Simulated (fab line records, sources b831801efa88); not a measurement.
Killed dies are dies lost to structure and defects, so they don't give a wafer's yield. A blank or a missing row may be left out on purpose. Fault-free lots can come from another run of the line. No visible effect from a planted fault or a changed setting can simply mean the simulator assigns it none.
The tool behind it: which one? || flow sky130 || Sampling: 11 lots, 33 wafers, 2 of 708 route steps

== WHAT THE GAUGES READ, wafer by wafer ==
SKY_NWELL_RS_MEAS_31: the measuring method here is four-point-probe.
{"lot": "L278", "measured": "day 5 18:19", "on": "filmMetro-02", "PWDE_RS (ohm/sq)": "5286 5311 5267"}
{"lot": "L280", "measured": "day 6 09:05", "on": "filmMetro-02", "PWDE_RS (ohm/sq)": "5271 5243 5264"}
{"lot": "L282", "measured": "day 6 14:50", "on": "filmMetro-02", "PWDE_RS (ohm/sq)": "5257 5247 5276"}
{"lot": "L283", "measured": "day 7 01:29", "on": "filmMetro-02", "PWDE_RS (ohm/sq)": "5299 5303 5298"}
{"lot": "L286", "measured": "day 7 20:19", "on": "filmMetro-03", "PWDE_RS (ohm/sq)": "5278 5300 5277"}
{"lot": "L289", "measured": "day 8 13:19", "on": "filmMetro-03", "PWDE_RS (ohm/sq)": "5544 5529 5528"}
{"lot": "L291", "measured": "day 9 02:51", "on": "filmMetro-04", "PWDE_RS (ohm/sq)": "5551 5549 5548"}
{"lot": "L292", "measured": "day 9 07:42", "on": "filmMetro-04", "PWDE_RS (ohm/sq)": "5280 5294 5283"}
{"lot": "L293", "measured": "day 9 15:30", "on": "filmMetro-04", "PWDE_RS (ohm/sq)": "5313 5308 5304"}
{"lot": "L295", "measured": "day 10 08:18", "on": "filmMetro-02", "PWDE_RS (ohm/sq)": "5279 5302 5255"}
{"lot": "L296", "measured": "day 10 10:13", "on": "filmMetro-03", "PWDE_RS (ohm/sq)": "5261 5279 5271"}

== WHAT TOOL EACH LOT RAN ON (gives the tool, then ch and the chambers of the sampled wafers, and finally the start) ==
{"lot": "L278", "SKY_PWDE_IMPLANT_08": "implanter-04 ch 0, day 4 06:58"}
{"lot": "L280", "SKY_PWDE_IMPLANT_08": "implanter-02 ch 0, day 4 20:25"}
{"lot": "L282", "SKY_PWDE_IMPLANT_08": "implanter-02 ch 0, day 5 01:13"}
{"lot": "L283", "SKY_PWDE_IMPLANT_08": "implanter-01 ch 0, day 5 11:35"}
{"lot": "L286", "SKY_PWDE_IMPLANT_08": "implanter-04 ch 0, day 6 04:56"}
{"lot": "L289", "SKY_PWDE_IMPLANT_08": "implanter-02 ch 0, day 6 21:40"}
{"lot": "L291", "SKY_PWDE_IMPLANT_08": "implanter-02 ch 0, day 7 09:55"}
{"lot": "L292", "SKY_PWDE_IMPLANT_08": "implanter-04 ch 0, day 7 12:52"}
{"lot": "L293", "SKY_PWDE_IMPLANT_08": "implanter-04 ch 0, day 7 20:38"}
{"lot": "L295", "SKY_PWDE_IMPLANT_08": "implanter-04 ch 0, day 8 11:52"}
{"lot": "L296", "SKY_PWDE_IMPLANT_08": "implanter-01 ch 0, day 8 13:36"}
- SKY_PWDE_IMPLANT_08

== THE ANSWER, worked out from the rows above alone ==
Rule: the lots themselves supply what counts as usual. Put in order of their means at a reading, lots are off if they are a third of the lots or fewer, leave a main group of 4 or more, and stand apart from it by a gap of 3 or more times the standard deviation of the main group's means; of several such gaps the widest counts. Not used: any main group whose means are identical at the precision the tables above print for the reading. Also off: a lot with no number at a reading for which 4 or more lots have one. Where the step has rows for the other lots, those lots are counted as sound.
Off: L289, L291, at SKY_NWELL_RS_MEAS_31 (PWDE_RS). Main group: mean 5282 ohm/sq, sd 16.
A tool fits if, at a process step before that reading, it ran every lot that is off, and no sound lot after the first of them. Those tools and the gauges at SKY_NWELL_RS_MEAS_31 are tried in the same way. One candidate fits, namely implanter-02 at SKY_PWDE_IMPLANT_08. Its last sound lot is L282 (day 5 01:13), its first lot that is off L289 (day 6 21:40): a fault that began between those two fits.

== WHAT THE SIMULATOR HAD PUT IN ==
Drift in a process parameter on implanter-02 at SKY_PWDE_IMPLANT_08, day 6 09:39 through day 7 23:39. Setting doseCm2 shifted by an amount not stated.
Lots struck among those shown: L289, L291. The rule above found the same.
